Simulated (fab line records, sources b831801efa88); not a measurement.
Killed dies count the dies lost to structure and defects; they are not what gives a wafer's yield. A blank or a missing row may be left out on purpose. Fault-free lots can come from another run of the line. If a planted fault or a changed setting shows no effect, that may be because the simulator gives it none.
The same fault as seen by 2 desks ; flow gf180mcu ; numbers are kept per desk, each desk with only its own; the story behind them comes last

## AT THE TOOL OWNER'S DESK: krf_scanner-02
The tool's own readings at GF_V4_EXPOSE_11 (exposes mask Via4, target cd 260 nm): means of the sampled wafers that have a number, for each lot that ran on this tool. Any lot whose mean is over 4 standard deviations away from the usual mean is out of limits and marked OUT; that distance is given in the brackets.
Columns: A = exposure_dose_mJ_cm2 at GF_V4_EXPOSE_11, usual 38.00
lot;first seen here;A
L620;day 23 22:31;37.99
L622;day 24 17:47;38.06
L630;day 27 23:20;37.98
L631;day 28 06:23;39.60 (+47) OUT
L632;day 28 18:04;39.30 (+38) OUT
This desk's finding: out of limits on L631, L632; first on L631, day 28 06:23 (exposure_dose_mJ_cm2 at GF_V4_EXPOSE_11). L620, L622, L630 stayed within limits.

## THE METROLOGY DESK
Lot by lot, what the gauges showed, no matter which tool ran the lot: averages of those sampled wafers that carry a number. Any lot whose mean is over 4 standard deviations away from the usual mean is out of limits and marked OUT; that distance is given in the brackets.
Columns: A = V4_CVD_02_THK at GF_V4_THK_MEAS_03, usual 850 nm; B = cd_nm at GF_V4_CD_MEAS_14, usual 260.0 nm
lot;first seen here;A;B
L620;day 23 11:26;862;260.1
L622;day 24 05:41;847;260.4
L623;day 24 10:19;838;261.4
L630;day 27 12:44;859;259.3
L631;day 27 19:15;853;265.0 (+4.5) OUT
L632;day 28 08:22;839;265.2 (+4.7) OUT
L636;day 29 03:04;855;260.5
L637;day 29 06:07;850;259.8
L638;day 29 08:07;841;260.7
L639;day 29 16:57;849;260.0
L642;day 30 13:50;845;261.6
L643;day 30 15:02;853;259.8
This desk's finding: out of limits on L631, L632; first on L631, day 28 15:16 (cd_nm at GF_V4_CD_MEAS_14). L620, L622, L623, L630, L636, L637, L638, L639, L642, L643 stayed within limits.

## ALL TOGETHER
The tool owner's desk had the chance to raise an alarm at day 28 06:23 on L631, L632.
L631, L632 would have let the metrology desk raise an alarm at day 28 15:16.
GF_V4_EXPOSE_11 was run on krf_scanner-02 by each of the lots named.

## WHAT HAD BEEN PUT IN BY THE SIMULATOR
Drift in process parameters on krf_scanner-02 at GF_V4_EXPOSE_11, starting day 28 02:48. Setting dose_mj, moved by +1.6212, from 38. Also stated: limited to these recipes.
Shown lots that were struck: L631, L632.
Counting hours from when the fault started, the first reading out of limits came at 4 for the tool owner's desk and at 12 for the metrology desk.
